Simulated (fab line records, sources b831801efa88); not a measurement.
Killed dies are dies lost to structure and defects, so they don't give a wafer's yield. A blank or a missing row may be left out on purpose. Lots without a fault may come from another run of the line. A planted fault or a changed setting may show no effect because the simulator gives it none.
Which tool did it? | flow gf180mcu | 13 lots, 38 wafers sampled, at 5 steps of a route of 602

WHAT THE GAUGES READ, wafer by wafer
GF_MIM_RS_MEAS_10: measures by four-point-probe.
lot  | measured     | on            | MIM_ALCU_RS (ohm/sq)
L147 | day 24 12:13 | film_metro-01 | 0.1604 0.1603 0.1608
L148 | day 25 01:46 | film_metro-01 | 0.1611 0.1663 0.1626
L149 | day 25 07:01 | film_metro-01 | 0.1569 0.1563 0.1563
L150 | day 25 18:32 | film_metro-04 | 0.1616 0.1609 0.1608
L153 | day 26 18:55 | film_metro-01 | 0.1591 0.1591
L154 | day 27 00:24 | film_metro-03 | 0.1616 0.1613 0.1632
L161 | day 29 00:20 | film_metro-01 | 0.1600 0.1597 0.1582
L162 | day 29 07:25 | film_metro-04 | 0.1637 0.1628 0.1614
L164 | day 29 20:08 | film_metro-03 | 0.1613 0.1628 0.1599
L166 | day 30 13:53 | film_metro-04 | 0.1592 0.1613 0.1593
L167 | day 30 20:50 | film_metro-01 | 0.1619 0.1598 0.1598
L168 | day 30 20:58 | film_metro-04 | 0.1581 0.1606 0.1591
L169 | day 31 02:17 | film_metro-01 | 0.1594 0.1612 0.1588

GF_PASSIVATION_THK_MEAS_03.
lot  | measured     | on            | PASSIVATION_CVD_02_THK (nm)
L147 | day 28 04:16 | film_metro-04 | 695 705 704
L148 | day 28 16:23 | film_metro-04 | 691 713 714
L149 | day 28 21:10 | film_metro-01 | 701 703 705
L150 | day 29 08:34 | film_metro-02 | 698 698 697
L153 | day 30 06:47 | film_metro-04 | 691 933
L154 | day 30 11:20 | film_metro-02 | 705 697 713
L161 | day 32 04:58 | film_metro-04 | 695 701 713
L162 | day 32 10:49 | film_metro-02 | 690 713 699
L164 | day 32 22:16 | film_metro-01 | 694 711 704
L166 | day 33 14:37 | film_metro-04 | 685 678 687
L167 | day 33 20:05 | film_metro-01 | 704 705 700
L168 | day 33 20:52 | film_metro-04 | 696 693 692
L169 | day 34 00:57 | film_metro-01 | 707 711 721

WHICH TOOL RAN EACH LOT (tool, then ch and the chambers of the sampled wafers, then the start)
lot  | GF_V5_CVD_23                  | GF_TOP_METAL_SPUTTER_04      | GF_PASSIVATION_CVD_02
L147 | cvd_w-01 ch 0,1, day 27 07:04 | pvd_sputter-02, day 27 07:50 | pecvd-01 ch 0,1, day 28 03:59
L148 | cvd_w-01 ch 0,1, day 27 18:32 | pvd_sputter-02, day 27 19:18 | pecvd-03 ch 0,1,2, day 28 16:04
L149 | cvd_w-01 ch 0, day 27 23:12   | pvd_sputter-02, day 28 00:04 | pecvd-02 ch 1,2, day 28 20:52
L150 | cvd_w-01 ch 0,1, day 28 11:14 | pvd_sputter-02, day 28 12:01 | pecvd-01 ch 1,2, day 29 08:16
L153 | cvd_w-02 ch 0,1, day 29 09:49 | pvd_sputter-02, day 29 10:35 | pecvd-01 ch 0,1, day 30 06:30
L154 | cvd_w-01 ch 0, day 29 14:10   | pvd_sputter-02, day 29 14:56 | pecvd-02 ch 0,1,2, day 30 11:03
L161 | cvd_w-02 ch 0,1, day 31 09:53 | pvd_sputter-02, day 31 10:41 | pecvd-03 ch 0,2, day 32 04:40
L162 | cvd_w-02 ch 0,1, day 31 16:28 | pvd_sputter-04, day 31 17:14 | pecvd-03 ch 0,2, day 32 10:31
L164 | cvd_w-02 ch 0,1, day 32 03:25 | pvd_sputter-03, day 32 04:25 | pecvd-02 ch 0,1, day 32 21:58
L166 | cvd_w-01 ch 0,1, day 32 20:38 | pvd_sputter-04, day 32 21:25 | pecvd-03 ch 0,1, day 33 14:11
L167 | cvd_w-01 ch 0,1, day 33 02:17 | pvd_sputter-03, day 33 03:05 | pecvd-02 ch 1,2, day 33 19:48
L168 | cvd_w-01 ch 1, day 33 03:11   | pvd_sputter-04, day 33 03:58 | pecvd-03 ch 0,1, day 33 20:26
L169 | cvd_w-01 ch 0,1, day 33 07:29 | pvd_sputter-03, day 33 08:17 | pecvd-01 ch 1,2, day 34 00:40
- GF_V5_CVD_23: deposits W, target thk 350 nm, time 104.9 s.
- GF_TOP_METAL_SPUTTER_04: material TiN, target thk 25 nm, time 20.8 s.
- GF_PASSIVATION_CVD_02: deposits Si3N4, target thk 700 nm, time 486.18 s.

WHAT THE TOOLS THEMSELVES READ (means of the sampled wafers that have a number; where no wafer has one, the mark that the record gives instead)
GF_V5_CVD_23.
lot  | tool     | heater_power_w (W)
L147 | cvd_w-01 | 845
L148 | cvd_w-01 | 925
L149 | cvd_w-01 | 756
L150 | cvd_w-01 | 933
L153 | cvd_w-02 | 834
L154 | cvd_w-01 | 765
L161 | cvd_w-02 | 821
L162 | cvd_w-02 | 852
L164 | cvd_w-02 | 833
L166 | cvd_w-01 | 855
L167 | cvd_w-01 | 849
L168 | cvd_w-01 | 1017
L169 | cvd_w-01 | 921

GF_TOP_METAL_SPUTTER_04.
lot  | tool           | cathode_dc_power_W (W) | throttle_valve_pct (%)
L147 | pvd_sputter-02 | 6499.9                 | 29.6
L148 | pvd_sputter-02 | 6500.4                 | 29.4
L149 | pvd_sputter-02 | 6499.0                 | 29.8
L150 | pvd_sputter-02 | 6500.4                 | 29.4
L153 | pvd_sputter-02 | 6499.6                 | 29.4
L154 | pvd_sputter-02 | 6500.9                 | 29.1
L161 | pvd_sputter-02 | 6500.4                 | 29.6
L162 | pvd_sputter-04 | 6501.6                 | 30.2
L164 | pvd_sputter-03 | 6499.7                 | 29.7
L166 | pvd_sputter-04 | 6499.3                 | 29.7
L167 | pvd_sputter-03 | 6499.9                 | 29.6
L168 | pvd_sputter-04 | 6499.9                 | 29.7
L169 | pvd_sputter-03 | 6499.1                 | 29.4

GF_PASSIVATION_CVD_02.
lot  | tool     | heater_power_w (W)
L147 | pecvd-01 | 762
L148 | pecvd-03 | 581
L149 | pecvd-02 | 753
L150 | pecvd-01 | 692
L153 | pecvd-01 | 747
L154 | pecvd-02 | 780
L161 | pecvd-03 | 611
L162 | pecvd-03 | 644
L164 | pecvd-02 | 692
L166 | pecvd-03 | 589
L167 | pecvd-02 | 701
L168 | pecvd-03 | 591
L169 | pecvd-01 | 787

THE ANSWER, worked out from the rows above alone
Rule: what is usual is taken from the lots themselves. Put in order of their means at a reading, lots are off if they are a third of the lots or fewer, leave a main group of 4 or more, and stand apart from it by a gap of 3 or more times the standard deviation of the main group's means; of several such gaps the widest counts. A main group whose means are all the same, to the digits that the tables above print for the reading, isn't used. A lot without any number at a reading at which 4 lots or more have one is off too. The other lots that the step has rows for count as sound. The gauges are gone through in route order, then the tools' own readings, and for those a lot's mean is taken as printed above. The first step at which some lot is off is used, and at that step the reading that is off furthest; a lot without a number counts as furthest.
Off: L153, at GF_PASSIVATION_THK_MEAS_03 (PASSIVATION_CVD_02_THK). The main group: mean 701 nm, standard deviation 6.9.
A tool fits if, at a process step before that reading, it ran every lot that is off, and no sound lot after the first of them. The gauges at GF_PASSIVATION_THK_MEAS_03 are tried like those tools. None of those tried fits.

WHAT THE SIMULATOR HAD PUT IN
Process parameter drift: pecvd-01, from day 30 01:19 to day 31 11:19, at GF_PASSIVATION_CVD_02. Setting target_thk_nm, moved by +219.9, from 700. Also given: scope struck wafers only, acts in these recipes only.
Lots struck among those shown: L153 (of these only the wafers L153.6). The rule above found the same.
